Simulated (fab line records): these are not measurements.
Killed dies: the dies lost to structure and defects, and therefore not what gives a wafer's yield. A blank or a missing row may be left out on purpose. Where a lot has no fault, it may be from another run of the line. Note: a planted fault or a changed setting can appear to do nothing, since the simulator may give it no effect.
fab line records -- flow sky130 -- part 2 of 2: steps 31 to 31 of 31
record lots=7, wafers=21, last_day=49
route steps=708 shown PWDE@52 NWELL@56 PAD_OPEN@708
lots that met no fault: from a run of the same line without faults
start_h: hours from the record's first day to the start of the lot's first wafer shown -- wait_h: how many hours have passed since the lot's step before this one -- " as in the row above -- L1.1+2: a single row standing in for several wafers -- - no value, or no start was given -- * or withheld: withheld -- < > ~ a bound
route shown NAME@n: a module of which the file shows steps, and the number in the route of the first -- usual: average and standard deviation across the fault-free wafers -- same: alike in all rows -- chamber/n: place in a boat -- sites: readings site by site -- _std_site: standard deviation across them -- _edge_site: outer sites' mean less inner sites' -- radius_mm: how far each site lies from the wafer's centre -- mask NAME#n: copy n -- behind: tool/chamber where the wafer was last shaped -- hold: the reason the lot was held/the length of the hold in hours/how it ended -- device: names the non-switching transistor (n, p or np) -- end of line: tests of these same wafers at the route's end -- step lacking rows: just its recipe -- killed: the dies lost at the first sort to structure and to defects; this is not the yield of the wafer -- map: the dies of a wafer, with x for killed, . for not killed, _ for no die there
set.NAME: the run value of the setting; set.NAME@STEP: its run value at that earlier step -- model.NAME: the simulator's own value behind a step, which no gauge read
lots seen at some steps along the route; tables by step, rows by wafer
services: from which hour (start_h, from the record's first day; less than 0 if before it) a tool's chamber was out of use, for how many hours, and why
## steps
# step SKY_PAD_OPEN_PROBE_99
# usual killed_at_M0_to_M3=44/7.2, killed_at_M4_up=3.1/1.7, killed_at_contacts=25/5.1, killed_at_front_end=14/4.6, killed_at_other=0.3/0.59, killed_dies=86/9.6, killed_open=47/7.4, killed_short=39/6
# same gross_dies=492, killed_at_back_side=0
lot.wafer,tool,chamber,start_h,wait_h,killed_at_M0_to_M3,killed_at_M4_up,killed_at_contacts,killed_at_front_end,killed_at_other,killed_dies,killed_open,killed_short,model.etest.nfet_16v.r_on_ohm_um,model.etest.pfet_16v.r_on_ohm_um,model.etest.res_nwell.line_ohm_um,model.etest.res_nwell.rs_ohm_sq,model.etest.pfet_g5v0d10v5.r_on_ohm_um,model.etest.tip_p_5v.rs_ohm_sq,model.etest.pfet_16v.drive_ua_um,model.etest.pfet_g5v0d10v5.drive_ua_um
L638.1,prober-02,-,1086.87,0.1,43,2,28,16,0,89,49,40,1.445e+04,1.494e+04,1032,879.5,4721,2790,249.7,346.1
L638.2,prober-02,-,1086.92,0.1,27,2,27,19,0,75,37,38,1.457e+04,1.51e+04,1038,879.9,4691,2800,246.9,346.3
L638.5,prober-02,-,1087.07,0.2,39,6,25,17,0,87,53,34,1.444e+04,1.505e+04,1020,880.1,4643,2811,248.7,344.6
L637.3,prober-02,-,1088.47,0.2,56,4,21,10,0,91,51,40,1.431e+04,1.505e+04,1060,890.5,4818,2865,248.1,334.8
L637.5,prober-02,-,1088.57,0.2,47,3,32,14,0,96,49,47,1.431e+04,1.512e+04,1066,910.8,4794,2859,247.9,339.9
L637.6,prober-02,-,1088.62,0.2,47,4,22,12,0,85,46,39,1.442e+04,1.519e+04,1067,916.2,4857,2864,243.5,334.2
L646.3,prober-02,-,1125.90,0.2,49,2,29,15,0,95,55,40,1.586e+04,1.441e+04,861.4,738.8,4644,2727,272.1,356.3
L646.4,prober-02,-,1125.95,0.2,33,3,25,16,0,77,44,33,1.603e+04,1.443e+04,860.9,733.5,4715,2749,269.8,353.7
L646.5,prober-02,-,1126.00,0.2,35,2,33,19,2,91,53,38,1.593e+04,1.418e+04,860.7,732.2,4644,2748,269.1,356.9
L647.1,prober-01,-,1131.31,0.1,53,2,29,16,1,101,59,42,1.673e+04,1.456e+04,882.7,755.2,4577,2752,266.6,364.4
L647.4,prober-01,-,1131.46,0.2,42,2,24,24,2,94,48,46,1.662e+04,1.514e+04,911.5,768.7,4593,2738,255.3,360.9
L647.6,prober-01,-,1131.56,0.2,46,2,22,25,0,95,60,35,1.658e+04,1.467e+04,899.1,760.8,4526,2741,266,368.8
L648.2,prober-02,-,1140.18,0.1,66,3,16,15,0,100,56,44,1.604e+04,1.41e+04,866.5,744.5,4587,2721,270,358.4
L648.3,prober-02,-,1140.23,0.2,43,3,33,14,0,93,46,47,1.588e+04,1.422e+04,862.9,736.1,4638,2740,271.1,359.2
L648.4,prober-02,-,1140.28,0.2,57,3,21,16,0,97,62,35,1.593e+04,1.409e+04,861.5,738,4640,2766,272.2,358.8
L651.2,prober-01,-,1157.53,0.1,29,5,31,12,0,77,46,31,1.406e+04,1.505e+04,1154,948.6,4745,2873,246.6,340.8
L651.3,prober-01,-,1157.58,0.2,53,2,20,11,0,86,49,37,1.413e+04,1.535e+04,1159,964.4,4735,2899,244.5,345.3
L651.4,prober-01,-,1157.63,0.2,46,3,26,12,0,87,54,33,1.402e+04,1.531e+04,1179,969.2,4734,2846,245,345
L653.1,prober-01,-,1165.46,0.1,56,6,25,6,0,93,51,42,1.404e+04,1.536e+04,1101,932.5,4728,2881,245.5,341.2
L653.2,prober-01,-,1165.51,0.1,37,1,37,16,1,92,48,44,1.414e+04,1.575e+04,1120,951.3,4684,2875,241.2,340.9
L653.5,prober-01,-,1165.66,0.2,60,3,31,12,0,106,63,43,1.42e+04,1.532e+04,1115,936.4,4764,2867,245.7,343
# killed by level:class
L638.1 LI_CONTACT:geometric_particle:open=8 VIA2:geometric_particle:open=7 VIA3:geometric_particle:open=7 POLY_GATE:geometric_particle:open=6 CONTACT:geometric_particle:open=6 FIELD_ISO:geometric_particle:open=5 CONTACT:geometric_particle:short=5 METAL1:geometric_particle:short=5
L638.2 CONTACT:geometric_particle:open=8 LI_CONTACT:geometric_particle:open=7 CONTACT:geometric_particle:short=7 VIA1:geometric_particle:open=6 FIELD_ISO:geometric_particle:open=5 POLY_GATE:geometric_particle:open=5 METAL1:geometric_particle:short=5 LOCAL_INTERCONNECT:geometric_particle:short=4
L638.5 CONTACT:geometric_particle:open=12 VIA1:geometric_particle:open=11 VIA3:geometric_particle:open=9 POLY_GATE:geometric_particle:short=6 LI_CONTACT:geometric_particle:open=6 METAL4:geometric_particle:short=5 VIA1:geometric_particle:short=5 FIELD_ISO:geometric_particle:short=4
L637.3 VIA1:geometric_particle:open=15 VIA2:geometric_particle:open=9 CONTACT:geometric_particle:open=8 METAL1:geometric_particle:short=8 METAL2:geometric_particle:short=8 VIA3:geometric_particle:open=6 LI_CONTACT:geometric_particle:open=4 POLY_GATE:geometric_particle:open=3
L637.5 CONTACT:geometric_particle:open=16 VIA1:geometric_particle:open=11 CONTACT:geometric_particle:short=9 METAL1:geometric_particle:short=7 VIA3:geometric_particle:open=7 LI_CONTACT:geometric_particle:open=6 METAL2:geometric_particle:short=5 FIELD_ISO:geometric_particle:short=4
L637.6 VIA1:geometric_particle:open=14 CONTACT:geometric_particle:open=10 VIA2:geometric_particle:open=8 METAL2:geometric_particle:short=8 CONTACT:geometric_particle:short=6 FIELD_ISO:geometric_particle:open=5 LI_CONTACT:geometric_particle:open=4 METAL1:geometric_particle:short=4
L646.3 VIA1:geometric_particle:open=13 CONTACT:geometric_particle:open=10 LI_CONTACT:geometric_particle:open=9 VIA3:geometric_particle:short=6 VIA2:geometric_particle:open=5 METAL1:geometric_particle:short=5 VIA1:geometric_particle:short=5 METAL2:geometric_particle:short=5
L646.4 VIA1:geometric_particle:open=10 CONTACT:geometric_particle:open=9 FIELD_ISO:geometric_particle:short=6 LI_CONTACT:geometric_particle:open=6 FIELD_ISO:geometric_particle:open=5 METAL1:geometric_particle:short=5 VIA2:geometric_particle:open=5 VIA3:geometric_particle:open=5
L646.5 CONTACT:geometric_particle:open=9 LI_CONTACT:geometric_particle:open=8 CONTACT:geometric_particle:short=7 VIA1:geometric_particle:open=7 VIA2:geometric_particle:open=7 METAL1:geometric_particle:short=5 VIA3:geometric_particle:open=5 FIELD_ISO:geometric_particle:short=4
L647.1 VIA1:geometric_particle:open=15 CONTACT:geometric_particle:open=11 VIA1:geometric_particle:short=11 VIA2:geometric_particle:open=9 POLY_GATE:geometric_particle:open=5 LI_CONTACT:geometric_particle:open=5 LOCAL_INTERCONNECT:geometric_particle:short=5 METAL1:geometric_particle:short=5
L647.4 VIA1:geometric_particle:open=9 FIELD_ISO:geometric_particle:open=8 FIELD_ISO:geometric_particle:short=8 LI_CONTACT:geometric_particle:open=7 METAL2:geometric_particle:short=7 LOCAL_INTERCONNECT:geometric_particle:short=6 CONTACT:geometric_particle:open=6 VIA3:geometric_particle:open=6
L647.6 VIA1:geometric_particle:open=19 LI_CONTACT:geometric_particle:open=8 CONTACT:geometric_particle:open=8 POLY_GATE:geometric_particle:open=7 FIELD_ISO:geometric_particle:short=6 FIELD_ISO:geometric_particle:open=5 METAL1:geometric_particle:short=5 POLY_GATE:geometric_particle:short=4
L648.2 VIA1:geometric_particle:open=12 VIA2:geometric_particle:open=11 VIA3:geometric_particle:open=10 METAL2:geometric_particle:short=10 METAL1:geometric_particle:short=7 POLY_GATE:geometric_particle:open=6 VIA1:geometric_particle:short=6 CONTACT:geometric_particle:open=5
L648.3 CONTACT:geometric_particle:open=11 LI_CONTACT:geometric_particle:open=10 METAL2:geometric_particle:short=8 METAL1:geometric_particle:short=7 VIA1:geometric_particle:open=7 CONTACT:geometric_particle:short=7 VIA1:geometric_particle:short=6 VIA2:geometric_particle:open=6
L648.4 VIA1:geometric_particle:open=20 CONTACT:geometric_particle:open=10 METAL2:geometric_particle:short=9 VIA3:geometric_particle:open=7 VIA2:geometric_particle:open=6 FIELD_ISO:geometric_particle:open=4 POLY_GATE:geometric_particle:short=4 METAL1:geometric_particle:short=4
L651.2 LI_CONTACT:geometric_particle:open=14 VIA2:geometric_particle:open=8 CONTACT:geometric_particle:open=7 VIA1:geometric_particle:open=6 FIELD_ISO:geometric_particle:open=5 METAL4:geometric_particle:short=4 CONTACT:geometric_particle:short=4 FIELD_ISO:geometric_particle:short=3
L651.3 METAL1:geometric_particle:short=11 VIA2:geometric_particle:open=9 VIA3:geometric_particle:open=8 VIA1:geometric_particle:open=7 CONTACT:geometric_particle:open=6 VIA2:geometric_particle:short=6 FIELD_ISO:geometric_particle:short=5 LI_CONTACT:geometric_particle:open=4
L651.4 VIA1:geometric_particle:open=14 LI_CONTACT:geometric_particle:open=10 VIA2:geometric_particle:open=8 METAL2:geometric_particle:short=8 CONTACT:geometric_particle:open=7 LOCAL_INTERCONNECT:geometric_particle:short=5 FIELD_ISO:geometric_particle:short=4 VIA2:geometric_particle:short=4
L653.1 CONTACT:geometric_particle:open=12 VIA3:geometric_particle:open=10 VIA1:geometric_particle:open=10 CONTACT:geometric_particle:short=7 METAL1:geometric_particle:short=7 METAL2:geometric_particle:short=7 VIA1:geometric_particle:short=5 VIA2:geometric_particle:open=5
L653.2 CONTACT:geometric_particle:open=14 VIA1:geometric_particle:open=12 CONTACT:geometric_particle:short=9 LOCAL_INTERCONNECT:geometric_particle:short=7 METAL1:geometric_particle:short=7 VIA3:geometric_particle:open=6 POLY_GATE:geometric_particle:short=5 LI_CONTACT:geometric_particle:open=5
L653.5 CONTACT:geometric_particle:open=16 VIA1:geometric_particle:open=16 VIA2:geometric_particle:open=8 METAL2:geometric_particle:short=7 METAL1:geometric_particle:short=6 VIA1:geometric_particle:short=6 VIA3:geometric_particle:open=6 LOCAL_INTERCONNECT:geometric_particle:short=5
## services
tool,chamber,start_h,hours,kind
implanter-03,-,68.67,1.2,repair
plasma_asher-04,-,89.30,3.9,repair
implanter-03,-,89.35,2.5,pm
plasma_asher-02,-,108.75,9.0,pm
plasma_asher-02,0,108.75,9.0,vent_cycle
plasma_asher-02,1,108.75,9.0,vent_cycle
plasma_asher-02,0,117.75,-,clean
plasma_asher-02,1,117.75,-,clean
implanter-03,-,131.34,3.6,repair
implanter-03,-,150.37,3.1,pm
implanter-02,-,196.37,4.7,pm
implanter-03,-,200.37,8.5,pm
## key
first_sign step=SKY_NWELL_IMPLANT_11, reading=beam_energy_keV, direction=up, sigmas=99+, usual=*, struck=*
effect step=SKY_NWELL_TW_MEAS_15, reading=visit, direction=added
effect step=SKY_NWELL_RS_MEAS_29, reading=visit, direction=added
effect step=SKY_NWELL_RS_MEAS_29, reading=NWELL_RS, direction=down, sigmas=18, usual=625.0, struck=597.9
model_effect step=SKY_NWELL_IMPLANT_11, value=implant.rp_nm, without=491.7, struck=586.2
model_effect step=SKY_PAD_OPEN_PROBE_99, value=etest.nfet_16v.r_on_ohm_um, without=1.392e+04, struck=1.618e+04
met_at SKY_NWELL_IMPLANT_11
struck_wafers L646.3,L646.4,L646.5,L647.1,L647.4,L647.6,L648.2,L648.3,L648.4
tester_left_out L646,L647,L648
onset_between 103.82 145.47
fault kind=process_parameter_drift, tool=implanter-03, chamber=-, onset_h=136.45, steps=SKY_NWELL_IMPLANT_11, channel=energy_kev, offset=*, shape=step, end_h=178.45, acts_in=*, stated=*
# tester_left_out: of these lots the tester's yield and bins aren't shown, on N5 and GAA mostly nor the transistor test; their killed dies are dies lost to structure and defects alone, not to doping, threshold or leakage, so they don't give the yield
